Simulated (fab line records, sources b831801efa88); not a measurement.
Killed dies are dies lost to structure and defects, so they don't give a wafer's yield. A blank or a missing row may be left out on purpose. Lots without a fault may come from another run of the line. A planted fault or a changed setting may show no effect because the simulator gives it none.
Which tool did it? | flow sky130 | 13 lots, 39 wafers sampled, at 4 steps of a route of 708

WHAT THE GAUGES READ, wafer by wafer
SKY_VT_ADJUST_LVTN_OVL_MEAS_07. Usual: VT_ADJUST_LVTN_OVL -1.1 nm, standard deviation 1.4.
lot  | measured     | on         | VT_ADJUST_LVTN_OVL (nm) | flag
L270 | day 6 16:35  | overlay-02 | -1.3 0.4 -2.2           |
L271 | day 7 04:41  | overlay-01 | -0.8 -1.3 -1.9          |
L273 | day 8 06:35  | overlay-01 | -3.2 -2.9 -3.2          |
L272 | day 8 06:24  | overlay-02 | 1.6 -1.6 -1.6           |
L274 | day 8 21:27  | overlay-02 | -0.2 -0.9 -0.9          |
L276 | day 9 00:53  | overlay-02 | -0.6 -0.2 1.0           |
L277 | day 9 01:29  | overlay-01 | -1.5 -1.2 -2.2          |
L278 | day 9 05:02  | overlay-02 | 1.6 -1.3 -0.3           |
L279 | day 9 06:50  | overlay-02 | -2.0 -2.4 -1.9          |
L288 | day 12 12:38 | overlay-01 | -3.5 -4.0 -2.6          |
L289 | day 12 19:48 | overlay-02 | -2.1 1.0 -0.4           |
L290 | day 12 21:32 | overlay-01 | -0.6 0.3 -2.1           |
L292 | day 12 23:57 | overlay-02 | -0.6 -0.3 -2.3          |

SKY_VT_ADJUST_HVTR_TW_MEAS_11. Usual: VT_ADJUST_HVTR_TW 212.5, standard deviation 1.5.
lot  | measured     | on            | VT_ADJUST_HVTR_TW | flag
L270 | day 9 05:17  | film_metro-02 | 211.0 209.4 209.3 |
L271 | day 9 19:07  | film_metro-02 | 210.3 210.3 209.8 |
L273 | day 11 00:48 | film_metro-02 | 210.3 210.9 210.4 |
L272 | day 10 22:39 | film_metro-04 | 214.3 214.1 213.5 |
L274 | day 11 17:22 | film_metro-03 | 211.4 213.1 211.8 |
L276 | day 11 20:51 | film_metro-04 | 214.0 212.8 213.4 |
L277 | day 11 21:40 | film_metro-03 | 212.9 212.2 212.6 |
L278 | day 12 02:10 | film_metro-03 | 213.9 213.2 213.8 |
L279 | day 12 04:02 | film_metro-04 | 213.3 213.4 215.5 |
L288 | day 15 19:31 | film_metro-03 | 212.0 213.4 213.4 |
L289 | day 16 03:08 | film_metro-03 | 214.1 213.3 213.0 |
L290 | day 16 05:41 | film_metro-04 | 212.7 213.7 212.9 |
L292 | day 16 08:03 | film_metro-03 | 213.5 214.0 212.5 |

WHICH TOOL RAN EACH LOT (tool, then ch and the chambers of the sampled wafers, then the start)
lot  | SKY_FIELD_ISO_CMP_27         | SKY_DNWELL_DEHYDRATE_00
L270 | cmp-02 ch 1,2, day 2 10:10   | litho_track-02 ch 0, day 2 19:05
L271 | cmp-02 ch 0,1,3, day 2 15:46 | litho_track-01 ch 0, day 3 05:56
L273 | cmp-02 ch 0,3, day 3 07:46   | litho_track-04 ch 0, day 4 00:29
L272 | cmp-01 ch 1,2, day 3 07:49   | litho_track-01 ch 0, day 4 00:16
L274 | cmp-02 ch 1,2, day 3 21:45   | litho_track-04 ch 0, day 4 10:14
L276 | cmp-02 ch 1,3, day 4 03:35   | litho_track-01 ch 0, day 4 13:38
L277 | cmp-01 ch 1,2,3, day 4 03:35 | litho_track-04 ch 0, day 4 13:50
L278 | cmp-01 ch 0,2, day 4 08:39   | litho_track-04 ch 0, day 4 19:28
L279 | cmp-02 ch 0,1,2, day 4 08:42 | litho_track-01 ch 0, day 4 19:35
L288 | cmp-02 ch 0,1, day 6 14:13   | litho_track-04 ch 0, day 7 08:32
L289 | cmp-02 ch 0,1,3, day 7 01:28 | litho_track-04 ch 0, day 7 14:40
L290 | cmp-01 ch 0,2,3, day 7 04:31 | litho_track-02 ch 0, day 7 16:29
L292 | cmp-02 ch 1,3, day 7 08:25   | litho_track-02 ch 0, day 7 19:44
- SKY_FIELD_ISO_CMP_27: polishes, stops on Si3N4, t overpolish 16 s, target thk 457.8 nm.
- SKY_DNWELL_DEHYDRATE_00: time 60 s.

WHAT THE TOOLS THEMSELVES READ (means of the sampled wafers that have a number; where no wafer has one, the mark that the record gives instead)
SKY_FIELD_ISO_CMP_27. Usual: motor_current_A 12.4 A, standard deviation 1.1; overpolish_run_s 16.002 s, standard deviation 0.01; slurry_filter_dp_kPa 13.49 kPa, standard deviation 0.12; time_to_endpoint_s 110 s, standard deviation 3.6.
lot  | tool   | motor_current_A (A) | overpolish_run_s (s) | slurry_filter_dp_kPa (kPa) | time_to_endpoint_s (s) | flag
L270 | cmp-02 | 11.2                | 15.989               | 13.46                      | 115                    |
L271 | cmp-02 | 12.1                | 15.997               | 13.52                      | 113                    |
L273 | cmp-02 | 12.9                | 15.990               | 13.55                      | 109                    |
L272 | cmp-01 | 13.3                | 15.999               | 13.55                      | 108                    |
L274 | cmp-02 | 11.8                | 16.006               | 13.58                      | 114                    |
L276 | cmp-02 | 10.8                | 16.000               | 13.61                      | 115                    |
L277 | cmp-01 | 12.7                | 16.017               | 13.47                      | 111                    |
L278 | cmp-01 | 12.6                | 16.013               | 13.55                      | 111                    |
L279 | cmp-02 | 12.2                | 16.003               | 13.41                      | 114                    |
L288 | cmp-02 | 12.1                | 16.003               | 13.44                      | 112                    |
L289 | cmp-02 | 12.2                | 16.004               | 13.58                      | 110                    |
L290 | cmp-01 | 12.4                | 16.014               | 13.55                      | 108                    |
L292 | cmp-02 | 11.0                | 15.997               | 13.61                      | 105                    |

SKY_DNWELL_DEHYDRATE_00. Usual: heater_power_total_W 160.37 W, standard deviation 0.12; run_length_s 89.08 s, standard deviation 0.14.
lot  | tool           | heater_power_total_W (W) | run_length_s (s) | flag
L270 | litho_track-02 | 160.38                   | 89.30            |
L271 | litho_track-01 | 160.37                   | 89.32            |
L273 | litho_track-04 | 160.37                   | 89.07            |
L272 | litho_track-01 | 160.35                   | 89.02            |
L274 | litho_track-04 | 160.30                   | 88.93            |
L276 | litho_track-01 | 160.29                   | 89.29            |
L277 | litho_track-04 | 160.47                   | 89.01            |
L278 | litho_track-04 | 160.33                   | 88.97            |
L279 | litho_track-01 | 160.45                   | 89.06            |
L288 | litho_track-04 | 175.06                   | 74.87            | OFF
L289 | litho_track-04 | 174.93                   | 74.92            | OFF
L290 | litho_track-02 | 160.35                   | 89.19            |
L292 | litho_track-02 | 160.38                   | 89.09            |

THE ANSWER, worked out from the rows above alone
Rule: a lot is off if the mean of its wafers that have a number lies more than 3 standard deviations from the usual mean. A lot without any number at a reading at which 4 lots or more have one is off too. The other lots that the step has rows for count as sound. The gauges are gone through in route order, then the tools' own readings, and for those a lot's mean is taken as printed above. The first step at which some lot is off is used, and at that step the reading that is off furthest; a lot without a number counts as furthest.
Off: L288, L289, at SKY_DNWELL_DEHYDRATE_00 (heater_power_total_W).
A tool fits if, at that step or a process step before it, it ran every lot that is off, and no sound lot after the first of them. One fits: litho_track-04 at SKY_DNWELL_DEHYDRATE_00. Its last sound lot is L278 (day 4 19:28), its first lot that is off L288 (day 7 08:32): a fault that began between those two fits.
The tool's own readings at SKY_DNWELL_DEHYDRATE_00 bear it out: on the lots that are off they differ by more than 5 times the standard deviation of the sound lots' means. heater_power_total_W reads 175.00 W there against 160.37 W on the sound lots; run_length_s reads 74.90 s there against 89.11 s on the sound lots.

WHAT THE SIMULATOR HAD PUT IN
Process parameter drift: litho_track-04, from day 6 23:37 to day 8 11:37, at SKY_DNWELL_DEHYDRATE_00. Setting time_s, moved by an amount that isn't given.
Lots struck among those shown: L288, L289. The rule above found the same.
